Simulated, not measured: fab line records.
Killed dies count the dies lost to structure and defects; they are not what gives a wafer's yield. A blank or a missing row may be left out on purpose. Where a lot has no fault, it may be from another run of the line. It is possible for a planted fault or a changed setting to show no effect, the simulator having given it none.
Which of the tools did it? | flow sky130 | 24 lots with 72 wafers sampled at 2 steps, on a route of 708 steps

== WHAT EACH GAUGE READ, for each wafer ==
SKY_VT_ADJUST_NCORE_OVL_MEAS_08. Usual: VT_ADJUST_NCORE_OVL 0.5 nm, standard deviation 1.3.
lot  | measured     | on         | VT_ADJUST_NCORE_OVL (nm) | flag
L074 | day 8 19:53  | overlay-02 | 1.1 1.3 1.9              |
L075 | day 8 22:41  | overlay-02 | -1.1 -0.8 -1.0           |
L076 | day 9 07:51  | overlay-02 | 1.1 -1.5 1.1             |
L077 | day 9 20:29  | overlay-01 | -0.3 -0.2 0.4            |
L078 | day 10 01:01 | overlay-02 | 1.1 0.7 -1.0             |
L079 | day 10 08:26 | overlay-01 | -0.5 -0.8 0.3            |
L080 | day 10 14:05 | overlay-02 | -0.6 -0.3 1.2            |
L081 | day 10 14:45 | overlay-01 | 0.8 1.0 0.1              |
L082 | day 11 02:36 | overlay-01 | 3.3 1.5 2.8              |
L083 | day 11 11:35 | overlay-02 | 0.9 0.9 -0.2             |
L084 | day 11 14:57 | overlay-01 | 1.8 0.8 1.5              |
L085 | day 12 02:18 | overlay-02 | -0.3 -1.2 -1.5           |
L086 | day 12 08:53 | overlay-01 | 2.6 0.7 2.3              |
L087 | day 12 11:38 | overlay-01 | 2.1 1.3 1.5              |
L088 | day 12 20:26 | overlay-02 | -0.5 0.0 -1.7            |
L089 | day 13 04:38 | overlay-01 | 0.7 1.0 2.5              |
L090 | day 13 13:06 | overlay-02 | 0.6 1.6 0.7              |
L091 | day 13 18:02 | overlay-02 | 1.4 0.0 0.2              |
L092 | day 14 01:00 | overlay-02 | -1.6 -1.5 -2.7           |
L093 | day 14 09:23 | overlay-01 | 1.4 0.2 2.6              |
L094 | day 14 20:07 | overlay-01 | -0.3 -0.9 -1.2           |
L095 | day 14 23:07 | overlay-01 | 2.9 2.3 0.8              |
L096 | day 15 05:34 | overlay-01 | -1.6 -1.3 -0.5           |
L097 | day 15 12:18 | overlay-01 | 0.8 0.4 0.4              |

== EACH LOT AND THE TOOL THAT RAN IT (in order: tool; ch and the chambers of the sampled wafers; start) ==
lot  | SKY_PWDE_STRIP_09
L074 | plasma asher-03 ch 0,1, day 3 23:01
L075 | plasma asher-04 ch 1, day 4 02:38
L076 | plasma asher-04 ch 0,1, day 4 09:35
L077 | plasma asher-03 ch 0,1, day 4 18:54
L078 | plasma asher-04 ch 0,1, day 4 21:23
L079 | plasma asher-04 ch 0,1, day 5 04:07
L080 | plasma asher-01 ch 0,1, day 5 08:36
L081 | plasma asher-03 ch 0,1, day 5 09:33
L082 | plasma asher-01 ch 0,1, day 5 18:19
L083 | plasma asher-01 ch 0,1, day 6 01:47
L084 | plasma asher-03 ch 0,1, day 6 04:53
L085 | plasma asher-03 ch 0,1, day 6 11:36
L086 | plasma asher-01 ch 0,1, day 6 17:22
L087 | plasma asher-03 ch 0,1, day 6 20:26
L088 | plasma asher-01 ch 0, day 7 02:42
L089 | plasma asher-04 ch 0,1, day 7 07:43
L090 | plasma asher-04 ch 0,1, day 7 16:06
L091 | plasma asher-03 ch 0,1, day 7 20:07
L092 | plasma asher-03 ch 0,1, day 8 02:03
L093 | plasma asher-04 ch 0,1, day 8 08:05
L094 | plasma asher-01 ch 0,1, day 8 15:22
L095 | plasma asher-01 ch 0,1, day 8 21:12
L096 | plasma asher-03 ch 0,1, day 9 00:41
L097 | plasma asher-01 ch 0,1, day 9 05:56
- SKY_PWDE_STRIP_09: strips in O2/N2.

== AS READ BY THE TOOLS THEMSELVES (means over the sampled wafers that have a number; for cases with no such wafer, the mark the record gives instead) ==
SKY_PWDE_STRIP_09. Usual: drypump motor current A 5.6 A, standard deviation 0.57; oes product au 0.722 a.u., standard deviation 0.0041; strip time to endpoint s 36.90 s, standard deviation 0.12.
lot  | tool            | drypump motor current A (A) | oes product au (a.u.) | strip time to endpoint s (s) | flag
L074 | plasma asher-03 | 6.4                         | 0.722                 | 36.87                        |
L075 | plasma asher-04 | 5.2                         | 0.720                 | 37.00                        |
L076 | plasma asher-04 | 5.2                         | 0.720                 | 36.72                        |
L077 | plasma asher-03 | 6.4                         | 0.725                 | 36.96                        |
L078 | plasma asher-04 | 5.2                         | 0.720                 | 36.97                        |
L079 | plasma asher-04 | 5.2                         | 0.719                 | 36.95                        |
L080 | plasma asher-01 | 5.3                         | 0.724                 | 36.89                        |
L081 | plasma asher-03 | 6.1                         | 0.723                 | 36.94                        |
L082 | plasma asher-01 | 5.2                         | 0.719                 | 36.89                        |
L083 | plasma asher-01 | 5.3                         | 0.719                 | 36.82                        |
L084 | plasma asher-03 | 6.4                         | 0.726                 | 36.77                        |
L085 | plasma asher-03 | 6.2                         | 0.722                 | 36.87                        |
L086 | plasma asher-01 | 5.3                         | 0.720                 | 37.06                        |
L087 | plasma asher-03 | 6.2                         | 0.722                 | 36.80                        |
L088 | plasma asher-01 | 5.2                         | 0.725                 | 36.97                        |
L089 | plasma asher-04 | 5.2                         | 0.723                 | 36.88                        |
L090 | plasma asher-04 | 5.2                         | 0.721                 | 36.94                        |
L091 | plasma asher-03 | 6.4                         | 0.719                 | 36.86                        |
L092 | plasma asher-03 | 6.2                         | 0.723                 | 36.72                        |
L093 | plasma asher-04 | 5.2                         | 0.719                 | 36.89                        |
L094 | plasma asher-01 | 5.3                         | 0.724                 | 36.93                        |
L095 | plasma asher-01 | 5.3                         | 0.721                 | 36.85                        |
L096 | plasma asher-03 | 6.5                         | 0.726                 | 37.23                        |
L097 | plasma asher-01 | 5.3                         | 0.725                 | 36.82                        |

== THE ANSWER, worked out from the rows above alone ==
Rule: take the mean of a lot's wafers that have a number; if it is more than 3 standard deviations from the usual mean, the lot is off. A lot without any number at a reading at which 4 lots or more have one is off too. Any other lot the step has rows for is counted as sound. Order of review: gauges by route order, followed by the tools' own readings, for which a lot's mean as printed above is used. The first step at which some lot is off is used, and at that step the reading that is off furthest; a lot without a number counts as furthest.
No lot is off on any of the readings shown, so nothing can be concluded from this.

== WHAT HAD BEEN PUT IN BY THE SIMULATOR ==
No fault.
